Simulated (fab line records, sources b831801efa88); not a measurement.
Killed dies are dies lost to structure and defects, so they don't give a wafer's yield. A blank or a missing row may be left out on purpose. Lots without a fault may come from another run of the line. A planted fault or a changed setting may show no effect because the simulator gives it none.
A struck lot beside a sound one | flow sky130 | 21 steps out of a route of 708
Sound: wafers L643.1, L643.2, L643.5. Struck: wafers L645.3, L645.4, L645.6. The cause comes at the end.
At each step with rows: each side's tool, then ch and its chambers, then its first start. Under that, the readings that differ: sound wafers | struck wafers | difference of the means | sigmas: that difference in standard deviations of wafers without a fault.
alike: readings whose means differ by less than 2 such deviations, and words and numbers that are the same on both sides. not compared: withheld readings, readings that some wafer has no value for, bounds like >300 that may hide the same value, and numbers for which the record gives no deviation and whose values overlap.
The two part at a step that has a row with sigmas, a row that says differs or no value, or rows on one side only. Numbers that don't overlap but have no deviation are shown without sigmas and don't part them. A reading that every wafer of one side lacks parts them only if that side has two wafers or more.

SKY_METAL3_SPUTTER_01: material TiN, target thk 20 nm, time 16.7 s.
  sound on pvd_sputter-02, day 36 21:40; struck on pvd_sputter-04, day 37 15:13
  alike: throttle_valve_pct
SKY_METAL3_SPUTTER_02: material AlCu, target thk 735 nm, time 39.1 s.
  sound on pvd_sputter-02, day 36 21:41; struck on pvd_sputter-04, day 37 15:14
  alike: throttle_valve_pct
SKY_METAL3_SPUTTER_03: material Ti, target thk 5 nm, time 3.3 s.
  sound on pvd_sputter-02, day 36 21:44; struck on pvd_sputter-04, day 37 15:17
  alike: throttle_valve_pct
then, 1 step without rows for these wafers: SKY_METAL3_SPUTTER_04 (material TiN, target thk 70 nm, time 58.3 s).
SKY_CAPM_CVD_00: deposits SiO2, target thk 15.5 nm.
  sound on pecvd-01 ch 1,2, day 36 21:48; struck on pecvd-03 ch 0,1,2, day 37 15:21
  alike: heater_power_w
SKY_CAPM_THK_MEAS_01:
  sound on film_metro-04, day 36 21:50; struck on film_metro-03, day 37 15:23
  alike: CAPM_CVD_00_THK
SKY_CAPM_SPUTTER_02: material TiN, target thk 200 nm, time 166.7 s.
  sound on pvd_sputter-01, day 36 21:53; struck on pvd_sputter-02, day 37 15:26
  alike: throttle_valve_pct
SKY_CAPM_RS_MEAS_03: measures by four-point-probe.
  sound on film_metro-03, day 36 22:00; struck on film_metro-03, day 37 15:35
  alike: CAPM_TIN_RS
SKY_CAPM_THK_MEAS_04: measures by xrf.
  sound on film_metro-03, day 36 22:07; struck on film_metro-03, day 37 15:41
  alike: CAPM_TIN_THK
then, 3 steps without rows for these wafers: SKY_CAPM_DEHYDRATE_05 (time 60 s); SKY_CAPM_HMDS_06 (prime time 60 s); SKY_CAPM_COAT_07 (resist thk 1140 nm).
SKY_CAPM_SOFTBAKE_08: time 60 s.
  sound on litho_track-04 ch 0, day 37 11:13; struck on litho_track-04 ch 0, day 38 04:01
  reading                                   | sound             | struck            | difference | sigmas
  heater_power_total_W (W)                  | 56.60 56.51 56.52 | 64.23 64.29 64.41 | +7.77      | +99 or more
  plate_temp_C (C)                          | 89.86 89.93 90.02 | 98.44 98.69 98.71 | +8.68      | +72
  model.NOVOLAK_of_CAPM_COAT_07.thk_nm (nm) | 1138 1140 1138    | 1114 1112 1112    | -26        |
then, 3 steps without rows for these wafers: SKY_CAPM_EXPOSE_09 (exposes mask CAPM, target cd 1000 nm); SKY_CAPM_PEB_10; SKY_CAPM_DEVELOP_11 (develop time 60 s).
SKY_CAPM_OVL_MEAS_12:
  sound on overlay-02, day 38 00:25; struck on overlay-02, day 38 16:41
  alike: CAPM_OVL
SKY_CAPM_METAL_ETCH_13: etches TiN in Cl2/BCl3, stops on SiO2, target depth 220 nm, time 62.9 s.
  sound on rie_metal-01 ch 0,1, day 38 00:27; struck on rie_metal-02 ch 0,1, day 38 16:44
  reading                                   | sound             | struck          | difference | sigmas
  model.NOVOLAK_of_CAPM_COAT_07.thk_nm (nm) | 988.6 990.9 988.3 | 965.6 970 964.7 | -22.5      |
  alike: drypump_motor_current_A, oes_product_au, throttle_valve_pct
  not compared: rf_hours_counter_h
SKY_CAPM_STRIP_14: strips in O2/N2.
  sound on plasma_asher-01 ch 0,1, day 38 00:31; struck on plasma_asher-02 ch 0,1, day 38 16:49
  reading                      | sound             | struck            | difference | sigmas
  strip_time_to_endpoint_s (s) | 12.59 12.63 12.60 | 12.32 12.37 12.32 | -0.27      | -6
  alike: drypump_motor_current_A, oes_product_au
  not compared: rf_hours_counter_h
then, 1 step without rows for these wafers: SKY_CAPM_STRIP_15 (strips in post etch residue remover, time 1200 s).
SKY_PAD_OPEN_PROBE_99:
  the record has rows for the sound wafers here (prober-02, day 46 03:51) and none for the struck ones

WHERE THEY PART
First at SKY_CAPM_SOFTBAKE_08; last, within this record, at SKY_PAD_OPEN_PROBE_99.

WHY: what the simulator had put in
Process parameter drift: litho_track-04, from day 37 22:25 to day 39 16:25, at SKY_CAPM_SOFTBAKE_08. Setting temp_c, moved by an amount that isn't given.
